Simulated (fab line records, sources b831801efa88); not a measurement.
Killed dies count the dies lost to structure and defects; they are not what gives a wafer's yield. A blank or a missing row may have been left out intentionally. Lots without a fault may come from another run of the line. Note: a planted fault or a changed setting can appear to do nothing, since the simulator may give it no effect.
Which tool did it? ; flow sky130 ; 18 wafers sampled from 6 lots at 1 step of a route of 708

== WHAT THE GAUGES SHOWED, per wafer ==
SKY_SD_P_CD_MEAS_07: the cd target is 380 nm.
lot;measured;on;cd_nm (nm)
L949;day 26 01:25;cd_sem-02;381.4 380.2 383.4
L951;day 26 20:05;cd_sem-01;378.1 380.5 379.3
L963;day 31 03:11;cd_sem-02;378.6 378.1 379.3
L966;day 31 15:21;cd_sem-01;379.2 378.8 381.2
L969;day 32 13:47;cd_sem-02;383.4 385.0 384.9
L970;day 33 05:41;cd_sem-01;383.3 380.3 384.0

== TOOL THAT RAN EACH LOT (tool first, then ch and the chambers of the sampled wafers, then the start) ==
The record shows no process step preceding these readings.

== THE ANSWER, worked out from the rows above alone ==
Rule: what is usual is taken from the lots themselves. Put in order of their means at a reading, lots are off if they are a third of the lots or fewer, leave a main group of 4 or more, and stand apart from it by a gap of 3 or more times the standard deviation of the main group's means; of several such gaps the widest counts. A main group is skipped when, at the precision printed for the reading in the tables above, its means are all equal. Also off: a lot with no number at a reading for which 4 or more lots have one. Any other lot the step has rows for is counted as sound.
Nothing can be told from this: no lot is off at any reading shown.

== WHAT THE SIMULATOR PUT IN ==
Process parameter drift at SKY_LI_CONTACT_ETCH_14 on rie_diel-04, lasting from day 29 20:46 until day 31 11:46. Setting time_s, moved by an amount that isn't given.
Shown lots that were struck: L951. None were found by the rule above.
